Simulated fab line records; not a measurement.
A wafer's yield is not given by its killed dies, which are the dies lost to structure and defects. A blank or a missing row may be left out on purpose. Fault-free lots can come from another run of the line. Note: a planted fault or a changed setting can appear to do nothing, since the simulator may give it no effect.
Which tool was responsible? | flow gf180mcu | Sampling: 13 lots, 39 wafers, 7 of 602 route steps

== WHAT THE GAUGES READ, wafer by wafer ==
GF_POLY_GATE_CD_MEAS_10: the cd target is 280 nm.
lot  | measured     | on        | cd_nm (nm)
L388 | day 9 07:48  | cd_sem-02 | 281.3 281.5 281.7
L389 | day 9 12:16  | cd_sem-01 | 279.4 280.6 279.4
L391 | day 10 02:05 | cd_sem-01 | 279.8 278.4 278.2
L392 | day 10 08:05 | cd_sem-01 | 281.0 279.5 279.3
L396 | day 11 12:04 | cd_sem-01 | 279.7 279.2 279.9
L397 | day 11 23:54 | cd_sem-02 | 279.9 279.7 280.2
L399 | day 12 12:16 | cd_sem-01 | 282.0 282.9 283.2
L401 | day 13 01:12 | cd_sem-01 | 279.5 279.6 279.5
L405 | day 14 08:02 | cd_sem-02 | 281.1 280.2 281.0
L406 | day 14 10:37 | cd_sem-02 | 279.2 279.7 279.3
L407 | day 14 22:25 | cd_sem-02 | 281.2 280.6 281.2
L409 | day 15 11:12 | cd_sem-01 | 279.1 279.9 279.8
L410 | day 15 17:28 | cd_sem-02 | 280.2 279.4 279.1

GF_POLY_GATE_CD_MEAS_18.
lot  | measured     | on        | cd_nm (nm)
L388 | day 9 10:40  | cd_sem-02 | 281.8 281.1 283.1
L389 | day 9 14:13  | cd_sem-02 | 278.7 280.3 279.5
L391 | day 10 03:49 | cd_sem-01 | 278.8 278.5 277.3
L392 | day 10 10:50 | cd_sem-02 | 281.6 279.3 280.1
L396 | day 11 14:37 | cd_sem-02 | 279.7 281.3 282.0
L397 | day 12 01:39 | cd_sem-01 | 279.0 278.2 279.7
L399 | day 12 13:59 | cd_sem-02 | 281.3 282.3 282.6
L401 | day 13 02:55 | cd_sem-01 | 280.9 280.1 281.2
L405 | day 14 10:57 | cd_sem-02 | 282.5 279.8 281.0
L406 | day 14 13:40 | cd_sem-02 | 279.6 279.7 277.3
L407 | day 15 00:08 | cd_sem-02 | 281.4 279.0 280.3
L409 | day 15 12:55 | cd_sem-01 | 279.3 280.0 278.9
L410 | day 15 19:22 | cd_sem-02 | 279.5 279.5 279.3

GF_HV_LDD_OVL_MEAS_20.
lot  | measured     | on         | HV_LDD_01_OVL (nm)
L388 | day 10 22:26 | overlay-01 | 0.5 1.2 -1.4
L389 | day 11 03:10 | overlay-01 | 0.4 -0.6 0.0
L391 | day 11 16:28 | overlay-02 | 0.0 -0.1 1.8
L392 | day 12 00:55 | overlay-02 | 1.8 2.5 4.0
L396 | day 13 06:10 | overlay-02 | 3.4 2.2 3.2
L397 | day 13 17:38 | overlay-01 | -0.3 -0.7 -0.2
L399 | day 14 06:50 | overlay-02 | 0.8 0.2 0.3
L401 | day 14 19:37 | overlay-01 | 1.7 -0.1 0.5
L405 | day 16 06:22 | overlay-02 | 4.4 4.3 4.0
L406 | day 16 08:56 | overlay-01 | 0.5 2.6 0.4
L407 | day 16 20:49 | overlay-02 | 1.3 0.5 1.2
L409 | day 17 09:44 | overlay-01 | 3.0 2.2 2.0
L410 | day 17 16:07 | overlay-01 | -0.5 0.2 2.3

GF_HV_LDD_CD_MEAS_31: the cd target is 400 nm.
lot  | measured     | on        | cd_nm (nm)
L388 | day 11 16:45 | cd_sem-01 | 401.9 400.9 400.0
L389 | day 11 21:14 | cd_sem-02 | 395.2 396.7 398.3
L391 | day 12 12:41 | cd_sem-01 | 398.5 399.4 400.1
L392 | day 12 20:41 | cd_sem-01 | 401.8 400.0 401.8
L396 | day 14 03:03 | cd_sem-02 | 399.5 398.3 398.5
L397 | day 14 14:13 | cd_sem-01 | - - -
L399 | day 15 03:44 | cd_sem-02 | 401.1 398.3 398.1
L401 | day 15 17:05 | cd_sem-01 | 401.4 401.4 402.2
L405 | day 17 04:54 | cd_sem-02 | 398.5 397.5 397.6
L406 | day 17 07:40 | cd_sem-01 | 399.9 396.6 398.5
L407 | day 17 19:46 | cd_sem-02 | 402.3 403.2 402.7
L409 | day 18 09:41 | cd_sem-01 | 396.7 398.1 396.9
L410 | day 18 15:55 | cd_sem-02 | 400.8 400.6 400.8

GF_HV_LDD_TW_MEAS_38.
lot  | measured     | on            | HV_LDD_3_TW
L388 | day 11 17:37 | film_metro-01 | 1444 1445 1440
L389 | day 11 22:06 | film_metro-03 | 1428 1430 1422
L391 | day 12 13:36 | film_metro-03 | 1418 1423 1413
L392 | day 12 21:32 | film_metro-02 | 1437 1433 1435
L396 | day 14 03:55 | film_metro-02 | 1424 1433 1429
L397 | day 14 15:02 | film_metro-02 | 30 30 30
L399 | day 15 04:36 | film_metro-01 | 1453 1454 1450
L401 | day 15 17:57 | film_metro-01 | 1453 1447 1455
L405 | day 17 05:45 | film_metro-03 | 1421 1425 1431
L406 | day 17 08:30 | film_metro-03 | 1429 1424 1423
L407 | day 17 20:38 | film_metro-01 | 1457 1463 1456
L409 | day 18 10:32 | film_metro-02 | 1436 1434 1441
L410 | day 18 16:46 | film_metro-03 | 1433 1430 1431

GF_HV_LDD_TW_MEAS_50.
lot  | measured     | on            | HV_LDD_4_TW
L388 | day 12 13:18 | film_metro-01 | 575 573 573
L389 | day 12 17:01 | film_metro-03 | 562 565 564
L391 | day 13 09:47 | film_metro-02 | 577 571 574
L392 | day 13 18:13 | film_metro-02 | 580 577 575
L396 | day 15 00:52 | film_metro-01 | 576 579 581
L397 | day 15 12:43 | film_metro-03 | 1456 1455 1459
L399 | day 16 03:11 | film_metro-02 | 572 576 576
L401 | day 16 16:43 | film_metro-03 | 565 562 566
L405 | day 18 05:23 | film_metro-03 | 571 572 571
L406 | day 18 07:54 | film_metro-03 | 567 568 567
L407 | day 18 20:54 | film_metro-02 | 572 570 572
L409 | day 19 10:45 | film_metro-01 | 577 577 574
L410 | day 19 16:54 | film_metro-01 | 572 575 575

== WHICH TOOL RAN EACH LOT (tool, then ch and the chambers of the sampled wafers, then the start) ==
lot  | GF_HV_LDD_EXPOSE_28
L388 | iline_stepper-02 ch 0, day 11 07:49
L389 | iline_stepper-01 ch 0, day 11 12:31
L391 | iline_stepper-01 ch 0, day 12 02:25
L392 | iline_stepper-01 ch 0, day 12 10:58
L396 | iline_stepper-02 ch 0, day 13 16:54
L397 | iline_stepper-01 ch 0, day 14 04:26
L399 | iline_stepper-01 ch 0, day 14 17:40
L401 | iline_stepper-02 ch 0, day 15 06:57
L405 | iline_stepper-01 ch 0, day 16 17:48
L406 | iline_stepper-01 ch 0, day 16 20:37
L407 | iline_stepper-01 ch 0, day 17 08:14
L409 | iline_stepper-01 ch 0, day 17 21:52
L410 | iline_stepper-02 ch 0, day 18 04:26
- GF_HV_LDD_EXPOSE_28: exposes mask Nplus HV AREA, target cd 400 nm.

== AS READ BY THE TOOLS THEMSELVES (means over the sampled wafers that have a number; for cases with no such wafer, the mark the record gives instead) ==
The record holds no such reading with a usual standard deviation.

== THE ANSWER, worked out from the rows above alone ==
Rule: what is usual is taken from the lots themselves. Put in order of their means at a reading, lots are off if they are a third of the lots or fewer, leave a main group of 4 or more, and stand apart from it by a gap of 3 or more times the standard deviation of the main group's means; of several such gaps the widest counts. A main group is skipped when, at the precision printed for the reading in the tables above, its means are all equal. A lot without any number at a reading at which 4 lots or more have one is off too. Any other lot the step has rows for is counted as sound. After the gauges, taken in route order, come the tools' own readings; for these a lot's mean is taken, as printed above. The first step at which some lot is off is used, and at that step the reading that is off furthest; a lot without a number counts as furthest.
Off at GF_HV_LDD_CD_MEAS_31 (cd_nm): L397. Without a number there: L397. For the main group the mean is 399.6 nm and the standard deviation 1.8.
A tool fits if, at a process step before that reading, it ran every lot that is off, and no sound lot after the first of them. The gauges at GF_HV_LDD_CD_MEAS_31 aren't tried: what is off there is off at GF_HV_LDD_TW_MEAS_38 too, on other tools, and a gauge's error can't cause that. Of those tried, none fits.

== WHAT HAD BEEN PUT IN BY THE SIMULATOR ==
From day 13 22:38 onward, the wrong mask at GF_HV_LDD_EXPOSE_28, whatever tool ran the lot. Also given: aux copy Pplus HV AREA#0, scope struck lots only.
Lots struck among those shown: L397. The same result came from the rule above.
